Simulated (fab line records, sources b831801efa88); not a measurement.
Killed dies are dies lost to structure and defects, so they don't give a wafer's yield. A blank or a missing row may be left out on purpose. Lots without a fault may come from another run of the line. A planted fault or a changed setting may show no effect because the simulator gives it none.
A struck lot beside a sound one | flow sky130 | 16 steps out of a route of 708
Sound: wafers L625.1, L625.3, L625.4. Struck: wafers L632.2, L632.3, L632.6. The cause comes at the end.
At each step with rows: each side's tool, then ch and its chambers, then its first start. Under that, the readings that differ: sound wafers | struck wafers | difference of the means | sigmas: that difference in standard deviations of wafers without a fault.
alike: readings whose means differ by less than 2 such deviations, and words and numbers that are the same on both sides. not compared: withheld readings, readings that some wafer has no value for, bounds like >300 that may hide the same value, and numbers for which the record gives no deviation and whose values overlap.
The two part at a step that has a row with sigmas, a row that says differs or no value, or rows on one side only. Numbers that don't overlap but have no deviation are shown without sigmas and don't part them. A reading that every wafer of one side lacks parts them only if that side has two wafers or more.

first, 5 steps without rows for these wafers: SKY_SONOS_TUNNEL_COAT_02 (resist thk 1140 nm); SKY_SONOS_TUNNEL_SOFTBAKE_03 (time 60 s); SKY_SONOS_TUNNEL_EXPOSE_04 (exposes mask TUNM, target cd 410 nm); SKY_SONOS_TUNNEL_PEB_05; SKY_SONOS_TUNNEL_DEVELOP_06 (develop time 60 s).
SKY_SONOS_TUNNEL_CD_MEAS_07: target cd 410 nm.
  sound on cd_sem-01, day 12 20:16; struck on cd_sem-01, day 15 09:27
  alike: cd_nm
SKY_SONOS_TUNNEL_OVL_MEAS_08:
  sound on overlay-01, day 12 20:23; struck on overlay-01, day 15 09:33
  alike: SONOS_TUNNEL_OVL
then, 3 steps without rows for these wafers: SKY_SONOS_TUNNEL_IMPLANT_09; SKY_SONOS_TUNNEL_WET_ETCH_10 (etches SiO2 in dHF, target depth 14 nm, time 280 s); SKY_SONOS_TUNNEL_STRIP_11 (strips in SPM, time 600 s).
SKY_SONOS_TUNNEL_TW_MEAS_12:
  sound on film_metro-04, day 12 20:50; struck on film_metro-02, day 15 10:05
  alike: SONOS_TUNNEL_TW
then, 1 step without rows for these wafers: SKY_SONOS_TUNNEL_CLEAN_13 (cleans in dHF, time 20 s).
SKY_SONOS_ONO_OXIDATION_00: stabilise 600 s, purge 300 s, target thk 2.6 nm.
  sound on furnace-01 ch 0, day 12 23:34; struck on furnace-01 ch 0, day 15 10:45
  reading                                          | sound                | struck               | difference | sigmas
  spike_tc_bottom_C (C)                            | 819.0 820.3 821.4    | 834.3 833.7 834.4    | +13.9      | +8
  spike_tc_centre_C (C)                            | 800.7 801.7 802.4    | 815.3 815.4 815.6    | +13.8      | +13
  spike_tc_lower_C (C)                             | 798.2 799.9 798.1    | 812.8 813.9 813.2    | +14.6      | +13
  spike_tc_top_C (C)                               | 814.9 814.4 815.6    | 830.4 832.7 829.8    | +16.0      | +10
  spike_tc_upper_C (C)                             | 799.0 799.5 798.8    | 812.9 813.7 814.7    | +14.7      | +15
  tube_center_temp_C (C)                           | 800.06 800.07 799.97 | 814.27 814.28 814.18 | +14.21     | +99 or more
  tube_center_temp_C_max                           | 802.0 802.7 802.1    | 816.1 816.7 816.1    | +14.0      | +44
  zone_power_top_pct (%)                           | 27.0 26.4 26.2       | 27.9 26.6 27.3       | +0.7       | +2
  model.SiO2_of_SONOS_ONO_OXIDATION_00.thk_nm (nm) | 2.603 2.648 2.691    | 3.048 3.046 3.028    | +0.393     |
SKY_SONOS_ONO_THK_MEAS_01:
  sound on film_metro-02, day 13 00:55; struck on film_metro-02, day 15 12:07
  reading                      | sound          | struck         | difference | sigmas
  SONOS_ONO_OXIDATION_THK (nm) | 2.64 2.72 2.74 | 3.01 3.03 3.03 | +0.32      | +6
then, 1 step without rows for these wafers: SKY_SONOS_ONO_CVD_02 (deposits Si3N4 from DCS/NH3, target thk 10.5 nm, time 180 s).
-- the record jumps here: 33 days lie between the struck wafers' starts before and after (it left off in module SONOS_ONO and takes up again in module PAD_OPEN, whose first step shown is number 708 of the route) --
SKY_PAD_OPEN_PROBE_99:
  sound on prober-02, day 46 23:26; struck on prober-02, day 48 19:43
  reading                               | sound                   | struck                  | difference | sigmas
  model.etest.sonos_erased.drive_ua_um  | 187.6 178.1 171.4       | 132.8 117.8 138.3       | -49.4      |
  model.etest.cap_ono.gate_log10_a_cm2  | -8.24 -8.201 -8.33      | -8.477 -8.519 -8.628    | -0.284     |
  model.etest.sonos_erased.vt_v (V)     | -2.196 -2.173 -2.114    | -1.743 -1.727 -1.738    | +0.425     |
  model.etest.cap_ono.tox_acc_nm (nm)   | 13.1 13.11 13.18        | 13.35 13.38 13.42       | +0.25      |
  model.etest.sonos_baked.vt_less_v (V) | -0.4612 -0.4458 -0.4534 | -0.3014 -0.3597 -0.3444 | +0.1183    |
  alike: killed_at_M0_to_M3, killed_at_M4_up, killed_at_contacts, killed_at_front_end, killed_at_other, killed_dies, killed_open, killed_short
  not compared: model.etest.cap_ono.gate_bv_v, model.etest.sonos_programmed.vt_v, model.etest.sonos_programmed.off_log10_a_um

WHERE THEY PART
First at SKY_SONOS_ONO_OXIDATION_00; last, within this record, at SKY_SONOS_ONO_THK_MEAS_01. Later steps at which nothing parts them and some readings are alike: SKY_PAD_OPEN_PROBE_99.

WHY: what the simulator had put in
Process parameter drift: furnace-01, from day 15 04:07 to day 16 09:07, at SKY_SONOS_ONO_OXIDATION_00. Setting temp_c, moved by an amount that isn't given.
